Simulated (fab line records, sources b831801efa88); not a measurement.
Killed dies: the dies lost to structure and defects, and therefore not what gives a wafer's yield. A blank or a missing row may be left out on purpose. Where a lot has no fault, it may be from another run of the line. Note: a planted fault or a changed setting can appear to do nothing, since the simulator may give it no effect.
A lot that was struck, set against a sound lot + flow sky130 + 17 out of 708 route steps
Sound: the wafers L153.1, L153.4, L153.6. The struck wafers were L162.1, L162.3, L162.5. At the end, the cause is stated.
Per side, at each step with rows, come the tool, then ch with its chambers, and then its first start. Under that, the readings that differ: sound wafers + struck wafers + difference of the means + sigmas: that difference in standard deviations of wafers without a fault.
alike: same words and numbers on both sides, and readings whose means sit less than 2 such deviations apart. not compared: any withheld reading, any reading some wafer has no value for, any bound like >300 that may hide the same value, and any number with overlapping values for which the record gives no deviation.
Wherever a step has rows on one side only, a row that says differs or no value, or a row with sigmas, the two part there. Non-overlapping numbers with no deviation appear without sigmas and do not part them. A reading missing from all wafers of one side parts the sides only when that side holds two or more wafers.

SKY_VIA1_CMP_02: polishes SiO2.
  sound on cmp-01 ch 0,1,2, day 32 15:46; struck on cmp-01 ch 1,3, day 36 01:07
  alike: motor-current-A
SKY_VIA1_BOW_MEAS_03:
  sound on film-metro-03, day 32 15:58; struck on film-metro-02, day 36 01:22
  alike: VIA1_BOW
then, 8 steps without rows for these wafers: SKY_VIA1_DEHYDRATE_04 (time 60 s); SKY_VIA1_HMDS_05 (prime time 60 s); SKY_VIA1_COAT_06 (resist thk 60 nm); SKY_VIA1_COAT_07 (resist thk 450 nm); SKY_VIA1_SOFTBAKE_08 (time 90 s); SKY_VIA1_EXPOSE_09 (exposes mask VIM, target cd 150 nm); SKY_VIA1_PEB_10; SKY_VIA1_DEVELOP_11 (develop time 60 s).
SKY_VIA1_CD_MEAS_12: the cd target is 150 nm.
  sound on cd-sem-01, day 33 18:50; struck on cd-sem-02, day 37 03:31
  alike: cd-nm
SKY_VIA1_OVL_MEAS_13:
  sound on overlay-01, day 33 18:58; struck on overlay-02, day 37 03:38
  alike: VIA1_OVL
SKY_VIA1_ETCH_14: etches BARC in N2/H2, stops on SiO2, time 45.9 s, target depth 60 nm.
  sound on rie-diel-02 ch 0,1,3, day 33 19:00; struck on rie-diel-01 ch 0,2,3, day 37 03:40
  no value came back on the struck wafers for any of 5 readings (bias-w (W), chamber-pressure-mTorr (mTorr) and others); on the sound wafers bias-w (W) reads 100.00 99.63 99.96
| reading                                     | sound         | struck            | difference | sigmas |
|---------------------------------------------|---------------|-------------------|------------|--------|
| model.KrF-thick_of_VIA1_COAT_07.thk-nm (nm) | 393 392.3 393 | 436.9 437.3 437.1 | +44.3      |        |
  not compared: rf-hours-counter-h
SKY_VIA1_ETCH_15: etches SiO2 in C4F8/O2/Ar, stops on TiN, target depth 351 nm, time 54 s.
  sound on rie-diel-02 ch 0,1,3, day 33 19:02; struck on rie-diel-01 ch 0,2,3, day 37 03:42
| reading                                     | sound             | struck            | difference | sigmas |
|---------------------------------------------|-------------------|-------------------|------------|--------|
| oes-product-au (a.u.)                       | 0.985 0.968 0.980 | 0.387 0.373 0.380 | -0.598     | -91    |
| model.KrF-thick_of_VIA1_COAT_07.thk-nm (nm) | 321.7 321.6 323   | 367 368.1 365.3   | +45        |        |
  alike: bias-w, chamber-pressure-mTorr
  not compared: rf-hours-counter-h
SKY_VIA1_STRIP_16: strips in O2/N2.
  sound on plasma-asher-04 ch 0,1, day 33 19:05; struck on plasma-asher-01 ch 0, day 37 03:45
| reading                      | sound             | struck            | difference | sigmas |
|------------------------------|-------------------|-------------------|------------|--------|
| oes-product-au (a.u.)        | 0.410 0.416 0.411 | 0.435 0.436 0.441 | +0.025     | +6     |
| strip-time-to-endpoint-s (s) | 4.459 4.439 4.454 | 4.933 4.941 4.918 | +0.480     | +21    |
  alike: drypump-motor-current-A
  not compared: rf-hours-counter-h
then, 1 step without rows for these wafers: SKY_VIA1_STRIP_17 (strips in post etch residue remover, time 1200 s).
-- the record jumps here: 11 days lie between the struck wafers' starts before and after (it left off in module VIA1 and takes up again in module PAD_OPEN, whose first step shown is number 708 of the route) --
SKY_PAD_OPEN_PROBE_99:
  sound on prober-02, day 45 15:37; struck on prober-01, day 48 05:52
| reading                  | sound          | struck         | difference | sigmas |
|--------------------------|----------------|----------------|------------|--------|
| defect-limited-yield (%) | 81.1 82.1 79.1 | 0 0 0          | -81        | -43    |
| killed_at_M0_to_M3       | 48 40 51       | 449 442 454    | +402       | +55    |
| killed-dies              | 93 88 103      | 492 492 492    | +397       | +42    |
| killed-on-rim            | 16 15 16       | 96 96 96       | +80        | +22    |
| sort_bin_5_function (%)  | 10.2 10.8 14.4 | 91.7 90.9 91.5 | +79.6      | +57    |
| sort-n-pass              | 399 404 389    | 0 0 0          | -397       | -42    |
| sort-yield-pct (%)       | 81.1 82.1 79.1 | 0 0 0          | -81        | -43    |
  alike: killed_at_M4_up, killed-at-contacts, killed-at-front-end, killed-at-other, killed-open, killed-short, sort_bin_3_pad_short, sort_bin_6_memory

== WHERE THEY PART ==
Earliest at SKY_VIA1_ETCH_14; latest, in this record, at SKY_PAD_OPEN_PROBE_99.

WHY: what had been put in by the simulator
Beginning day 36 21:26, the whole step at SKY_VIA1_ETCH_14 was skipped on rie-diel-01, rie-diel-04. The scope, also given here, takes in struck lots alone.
